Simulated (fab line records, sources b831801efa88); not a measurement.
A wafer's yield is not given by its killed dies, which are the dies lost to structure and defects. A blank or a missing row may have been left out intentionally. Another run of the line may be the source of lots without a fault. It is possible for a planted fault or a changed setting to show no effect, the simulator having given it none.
A single fault, viewed from 2 desks | flow sky130 | every desk sees just its own numbers, and what lay behind them comes last

== THE METROLOGY DESK ==
What the gauges read, lot by lot, whatever tool the lot ran on: means of the sampled wafers that have a number. Marked OUT: a lot whose mean sits more than 4 standard deviations from the usual mean, which makes it out of limits; the brackets give that distance.
Columns: A = POLY_GATE_CVD_00_THK at SKY_POLY_GATE_THK_MEAS_01, usual 178.5 nm; B = cd nm at SKY_LDD_P_CD_MEAS_07, usual 380.0 nm
lot  | first seen here | A     | B
L283 | day 14 23:36    | 180.3 | 381.1
L286 | day 15 17:50    | 176.9 | 379.2
L288 | day 16 00:38    | 177.6 | 377.2
L287 | day 16 03:09    | 178.0 | 376.3
L290 | day 18 17:59    | 178.9 | 390.2
L293 | day 18 17:59    | 179.7 | 381.2
L289 | day 18 20:43    | 178.8 | 384.7
L297 | day 19 02:05    | 177.3 | 378.7
L301 | day 20 15:22    | 178.7 | 380.7
L305 | day 21 17:32    | 176.6 | 382.5
L306 | day 22 01:38    | 179.5 | 379.7
This desk found nothing out of limits on any of the 11 lots.

== DESK OF THE TOOL OWNER: litho track-04 ==
The tool's own readings at SKY_LDD_P_COAT_02 (resist thk 1140 nm): means of the sampled wafers that have a number, for each lot that ran on this tool. Marked OUT: a lot whose mean sits more than 4 standard deviations from the usual mean, which makes it out of limits; the brackets give that distance.
Columns: A = spin speed rpm at SKY_LDD_P_COAT_02, usual 2999.6 rpm
lot  | first seen here | A
L283 | day 19 10:13    | 2997.6
L286 | day 20 07:23    | 3000.0
L288 | day 20 16:52    | 2999.4
L287 | day 20 21:50    | 3000.6
L290 | day 23 11:13    | 3508.6 (+99 or more) OUT
L289 | day 23 16:07    | 3509.0 (+99 or more) OUT
L305 | day 26 07:04    | 3001.1
This desk finds L289, L290 out of limits, L290 being first, at day 23 11:13 (spin speed rpm at SKY_LDD_P_COAT_02). Within limits: L283, L286, L288, L287, L305.

== BROUGHT TOGETHER ==
On L289, L290, at day 23 11:13, an alarm was possible from the tool owner's desk.
Nothing out of limits was seen by the metrology desk.
The metrology desk holds a record of L289, L290, inside its limits.
Of the lots named, all ran SKY_LDD_P_COAT_02 on litho track-04.

== WHAT THE SIMULATOR HAD INSERTED ==
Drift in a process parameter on litho track-04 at SKY_LDD_P_COAT_02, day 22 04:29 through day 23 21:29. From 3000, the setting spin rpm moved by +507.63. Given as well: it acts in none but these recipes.
Lots struck among those shown: L289, L290.
Hours from the fault's start to each desk's first reading out of limits: the tool owner's desk, 31.
